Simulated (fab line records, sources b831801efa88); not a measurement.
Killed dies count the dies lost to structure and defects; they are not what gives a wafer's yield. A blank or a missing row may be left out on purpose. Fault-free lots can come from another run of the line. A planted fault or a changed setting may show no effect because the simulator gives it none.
Chamber matching -- flow gf180mcu -- 3 sister chambers for GF_PASSIVATION_CVD_00 on pecvd-01
The step deposits SiO2 from TEOS, target thk 1000 nm, time 111.95 s. 6 wafers are shown with their chamber, then 7 later ones without.

## WAFERS, EACH WITH ITS CHAMBER
wafer,chamber,heater power w (W),heater power outer w (W)
L751.4,2,701,351
L754.4,0,586,403
L754.5,2,709,357
L754.6,1,527,304
L755.1,1,557,292
L755.4,0,573,368

## WAFERS MISSING THEIR CHAMBER
wafer,heater power w (W),heater power outer w (W)
L755.6,543,317
L761.4,667,333
L761.5,567,359
L761.6,521,300
L765.2,486,263
L765.4,564,266
L765.6,571,377

## WHICH CHAMBER EACH WENT THROUGH
wafer,from the rows above,in truth
L755.6,1,1
L761.4,2,2
L761.5,0,0
L761.6,1,1
L765.2,1,1
L765.4,1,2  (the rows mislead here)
L765.6,0,0
Placed correctly: 6 of 7. Number that these rows cannot place: 0. Number placed wrongly: 1.
How it was worked out, from the rows above alone: a wafer's distance from a chamber is the root of the sum, over the readings, of the square of ((its reading less the chamber's mean) divided by the reading's scatter). If the next closest chamber is less than 2 further off than the closest, the wafer can't be placed; otherwise it belongs to the closest. Each chamber's mean is taken over the wafers shown for it. The scatter is the square root of a quotient: the sum, over the shown wafers, of each reading's squared deviation from its chamber's mean, divided by wafers minus chambers.
